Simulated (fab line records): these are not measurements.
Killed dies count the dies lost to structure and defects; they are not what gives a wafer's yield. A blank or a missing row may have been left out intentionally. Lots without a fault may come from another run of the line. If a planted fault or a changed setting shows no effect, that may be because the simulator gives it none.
Which tool did it? / flow gf180mcu / Sampling: 13 lots, 39 wafers, 2 of 602 route steps

WHAT THE GAUGES SHOWED, per wafer
GF_POLY_GATE_THK_MEAS_17. Usual: POLY_GATE_OXIDATION_THK typically reads 4.01 nm, with standard deviation 0.083.
lot=L106; measured=day 9 21:53; on=film metro-02; POLY_GATE_OXIDATION_THK (nm)=4.04 4.03 3.97; flag=
lot=L107; measured=day 10 07:11; on=film metro-02; POLY_GATE_OXIDATION_THK (nm)=4.03 4.05 4.07; flag=
lot=L110; measured=day 11 03:57; on=film metro-01; POLY_GATE_OXIDATION_THK (nm)=4.11 4.07 4.04; flag=
lot=L111; measured=day 11 16:25; on=film metro-02; POLY_GATE_OXIDATION_THK (nm)=4.06 4.10 4.05; flag=
lot=L112; measured=day 11 19:45; on=film metro-03; POLY_GATE_OXIDATION_THK (nm)=3.90 3.90 4.00; flag=
lot=L113; measured=day 12 04:04; on=film metro-03; POLY_GATE_OXIDATION_THK (nm)=3.97 3.98 3.97; flag=
lot=L114; measured=day 12 07:59; on=film metro-03; POLY_GATE_OXIDATION_THK (nm)=4.07 4.05 4.05; flag=
lot=L115; measured=day 12 16:29; on=film metro-01; POLY_GATE_OXIDATION_THK (nm)=4.14 4.06 4.01; flag=
lot=L118; measured=day 13 11:29; on=film metro-01; POLY_GATE_OXIDATION_THK (nm)=3.89 3.88 3.93; flag=
lot=L120; measured=day 14 04:05; on=film metro-03; POLY_GATE_OXIDATION_THK (nm)=4.05 4.01 3.97; flag=
lot=L121; measured=day 14 09:10; on=film metro-03; POLY_GATE_OXIDATION_THK (nm)=3.92 3.81 3.87; flag=
lot=L126; measured=day 15 23:46; on=film metro-02; POLY_GATE_OXIDATION_THK (nm)=3.97 4.03 4.07; flag=
lot=L127; measured=day 16 07:36; on=film metro-03; POLY_GATE_OXIDATION_THK (nm)=4.06 3.98 3.95; flag=

GF_POLY_GATE_CD_MEAS_18. Usual: cd nm at 280.4 nm, with a standard deviation of 1.7.
lot=L106; measured=day 9 21:57; on=cd sem-01; cd nm (nm)=282.9 280.4 281.0; flag=
lot=L107; measured=day 10 07:24; on=cd sem-02; cd nm (nm)=281.9 281.2 279.5; flag=
lot=L110; measured=day 11 04:01; on=cd sem-02; cd nm (nm)=281.8 281.2 279.0; flag=
lot=L111; measured=day 11 16:30; on=cd sem-02; cd nm (nm)=278.6 279.5 279.1; flag=
lot=L112; measured=day 11 19:49; on=cd sem-02; cd nm (nm)=279.2 278.6 279.3; flag=
lot=L113; measured=day 12 04:08; on=cd sem-01; cd nm (nm)=281.5 279.7 281.1; flag=
lot=L114; measured=day 12 08:02; on=cd sem-01; cd nm (nm)=281.3 280.0 281.6; flag=
lot=L115; measured=day 12 16:35; on=cd sem-02; cd nm (nm)=281.1 279.9 281.4; flag=
lot=L118; measured=day 13 11:34; on=cd sem-02; cd nm (nm)=282.3 285.8 285.2; flag=
lot=L120; measured=day 14 04:09; on=cd sem-01; cd nm (nm)=281.9 277.6 279.9; flag=
lot=L121; measured=day 14 09:16; on=cd sem-02; cd nm (nm)=280.5 282.9 282.1; flag=
lot=L126; measured=day 15 23:50; on=cd sem-02; cd nm (nm)=278.8 282.6 282.4; flag=
lot=L127; measured=day 16 07:40; on=cd sem-02; cd nm (nm)=277.9 278.9 279.6; flag=

WHAT TOOL EACH LOT RAN ON (gives the tool, then ch and the chambers of the sampled wafers, and finally the start)
No process step before these readings appears in the record.

WHAT THE TOOLS THEMSELVES READ (means of the sampled wafers that have a number; where no wafer has one, the mark that the record gives instead)
The record holds no such reading with a usual standard deviation.

THE ANSWER, worked out from the rows above alone
Rule: a lot counts as off when the mean over its wafers that have a number is more than 3 standard deviations away from the usual mean. Also off: a lot with no number at a reading for which 4 or more lots have one. The other lots that the step has rows for count as sound. First the gauges in route order, then the tools' own readings, where a lot's mean is used as printed above. The first step at which some lot is off is used, and at that step the reading that is off furthest; a lot without a number counts as furthest.
No lot is off at any reading shown: from this, nothing can be told.

WHAT HAD BEEN PUT IN BY THE SIMULATOR
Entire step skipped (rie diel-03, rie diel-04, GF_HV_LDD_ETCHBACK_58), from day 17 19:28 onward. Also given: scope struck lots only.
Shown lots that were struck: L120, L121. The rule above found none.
